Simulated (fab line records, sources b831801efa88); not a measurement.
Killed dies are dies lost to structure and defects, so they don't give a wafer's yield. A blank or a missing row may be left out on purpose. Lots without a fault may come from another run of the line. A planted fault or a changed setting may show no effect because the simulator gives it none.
Which tool did it? | flow sky130 | 12 lots, 36 wafers sampled, at 1 step of a route of 708

WHAT THE GAUGES READ, wafer by wafer
SKY_VIA2_BOW_MEAS_03.
lot  | measured     | on            | VIA2_BOW (um)
L075 | day 35 16:31 | film_metro-01 | 86 76 76
L077 | day 36 21:32 | film_metro-03 | 82 78 93
L078 | day 37 07:32 | film_metro-01 | 95 83 87
L081 | day 38 11:18 | film_metro-01 | 83 71 72
L082 | day 38 20:35 | film_metro-04 | 79 98 77
L085 | day 39 12:01 | film_metro-04 | 83 77 88
L088 | day 40 10:04 | film_metro-04 | 89 93 80
L090 | day 40 13:14 | film_metro-04 | 90 90 82
L091 | day 40 18:42 | film_metro-01 | 93 84 88
L093 | day 41 10:58 | film_metro-01 | 85 82 76
L095 | day 41 17:49 | film_metro-04 | 81 91 90
L097 | day 42 06:32 | film_metro-01 | 78 90 79

WHICH TOOL RAN EACH LOT (tool, then ch and the chambers of the sampled wafers, then the start)
The record holds no process step before these readings.

THE ANSWER, worked out from the rows above alone
Rule: what is usual is taken from the lots themselves. Put in order of their means at a reading, lots are off if they are a third of the lots or fewer, leave a main group of 4 or more, and stand apart from it by a gap of 3 or more times the standard deviation of the main group's means; of several such gaps the widest counts. A main group whose means are all the same, to the digits that the tables above print for the reading, isn't used. A lot without any number at a reading at which 4 lots or more have one is off too. The other lots that the step has rows for count as sound.
No lot is off at any reading shown: from this, nothing can be told.

WHAT THE SIMULATOR HAD PUT IN
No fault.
